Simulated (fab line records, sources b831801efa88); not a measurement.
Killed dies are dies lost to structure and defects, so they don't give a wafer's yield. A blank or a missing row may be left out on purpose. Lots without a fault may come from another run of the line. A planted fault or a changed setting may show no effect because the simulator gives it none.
Which tool did it? | flow sky130 | 15 lots, 41 wafers sampled, at 2 steps of a route of 708

WHAT THE GAUGES READ, wafer by wafer
SKY_LDD_HVN_TW_MEAS_10. Usual: LDD_HVN_TW 1445, standard deviation 10.
lot  | measured     | on            | LDD_HVN_TW     | flag
L935 | day 20 00:15 | film_metro-03 | 1426 1432 1434 |
L936 | day 20 05:43 | film_metro-03 | 1422 1426 1430 |
L937 | day 20 22:40 | film_metro-02 | 1444 1437 1447 |
L938 | day 21 08:38 | film_metro-03 | 1435 1448 1446 |
L939 | day 21 16:39 | film_metro-02 | 1443 1446 1437 |
L940 | day 21 22:22 | film_metro-04 | 1463 1461 1458 |
L942 | day 22 15:20 | film_metro-03 | 1434 1438 1439 |
L945 | day 23 17:43 | film_metro-04 | 1503 1496      | OFF
L946 | day 24 02:16 | film_metro-02 | 1487           | OFF
L949 | day 25 03:49 | film_metro-03 | 1475 1482      | OFF
L952 | day 26 05:14 | film_metro-03 | 1426 1429 1433 |
L954 | day 27 05:14 | film_metro-02 | 1441 1445 1449 |
L955 | day 27 17:41 | film_metro-03 | 1441 1437 1432 |
L956 | day 27 19:22 | film_metro-03 | 1446 1439 1441 |
L957 | day 27 20:46 | film_metro-02 | 1448 1451 1455 |

WHICH TOOL RAN EACH LOT (tool, then ch and the chambers of the sampled wafers, then the start)
lot  | SKY_LDD_HVN_IMPLANT_08
L935 | implanter-01 ch 0, day 20 00:00
L936 | implanter-02 ch 0, day 20 05:28
L937 | implanter-04 ch 0, day 20 22:25
L938 | implanter-02 ch 0, day 21 08:23
L939 | implanter-04 ch 0, day 21 16:24
L940 | implanter-01 ch 0, day 21 22:07
L942 | implanter-04 ch 0, day 22 15:05
L945 | implanter-01 ch 0, day 23 17:31
L946 | implanter-01 ch 0, day 24 02:05
L949 | implanter-01 ch 0, day 25 03:37
L952 | implanter-04 ch 0, day 26 04:59
L954 | implanter-02 ch 0, day 27 04:59
L955 | implanter-02 ch 0, day 27 17:26
L956 | implanter-02 ch 0, day 27 19:07
L957 | implanter-01 ch 0, day 27 20:32
- SKY_LDD_HVN_IMPLANT_08

WHAT THE TOOLS THEMSELVES READ (means of the sampled wafers that have a number; where no wafer has one, the mark that the record gives instead)
SKY_LDD_HVN_IMPLANT_08. Usual: beam_on_s 10.01 s, standard deviation 0.19; end_station_pressure_torr 5.14e-06 Torr, standard deviation 2.9e-07; faraday_current_uA 169, standard deviation 3.2.
lot  | tool         | beam_on_s (s) | end_station_pressure_torr (Torr) | faraday_current_uA | flag
L935 | implanter-01 | 9.97          | 5.01e-06                         | 170                |
L936 | implanter-02 | 10.21         | 5.19e-06                         | 165                |
L937 | implanter-04 | 9.81          | 5.47e-06                         | 172                |
L938 | implanter-02 | 10.04         | 5.17e-06                         | 168                |
L939 | implanter-04 | 9.95          | 5.18e-06                         | 170                |
L940 | implanter-01 | 10.05         | 5.02e-06                         | 169                |
L942 | implanter-04 | 9.85          | 5.24e-06                         | 171                |
L945 | implanter-01 | 10.94         | 5.14e-06                         | 154                | OFF
L946 | implanter-01 | 11.04         | 5.23e-06                         | 153                | OFF
L949 | implanter-01 | 10.86         | 5.17e-06                         | 156                | OFF
L952 | implanter-04 | 9.93          | 5.10e-06                         | 170                |
L954 | implanter-02 | 10.07         | 5.21e-06                         | 168                |
L955 | implanter-02 | 9.82          | 5.02e-06                         | 172                |
L956 | implanter-02 | 10.08         | 4.97e-06                         | 168                |
L957 | implanter-01 | 10.21         | 5.00e-06                         | 166                |

THE ANSWER, worked out from the rows above alone
Rule: a lot is off if the mean of its wafers that have a number lies more than 3 standard deviations from the usual mean. A lot without any number at a reading at which 4 lots or more have one is off too. The other lots that the step has rows for count as sound. The gauges are gone through in route order, then the tools' own readings, and for those a lot's mean is taken as printed above. The first step at which some lot is off is used, and at that step the reading that is off furthest; a lot without a number counts as furthest.
Off: L945, L946, L949, at SKY_LDD_HVN_TW_MEAS_10 (LDD_HVN_TW).
A tool fits if, at a process step before that reading, it ran every lot that is off, and no sound lot after the first of them. The gauges at SKY_LDD_HVN_TW_MEAS_10 aren't tried: what is off there is off at SKY_LDD_HVN_IMPLANT_08 too, on other tools, and a gauge's error can't cause that. None of those tried fits.

WHAT THE SIMULATOR HAD PUT IN
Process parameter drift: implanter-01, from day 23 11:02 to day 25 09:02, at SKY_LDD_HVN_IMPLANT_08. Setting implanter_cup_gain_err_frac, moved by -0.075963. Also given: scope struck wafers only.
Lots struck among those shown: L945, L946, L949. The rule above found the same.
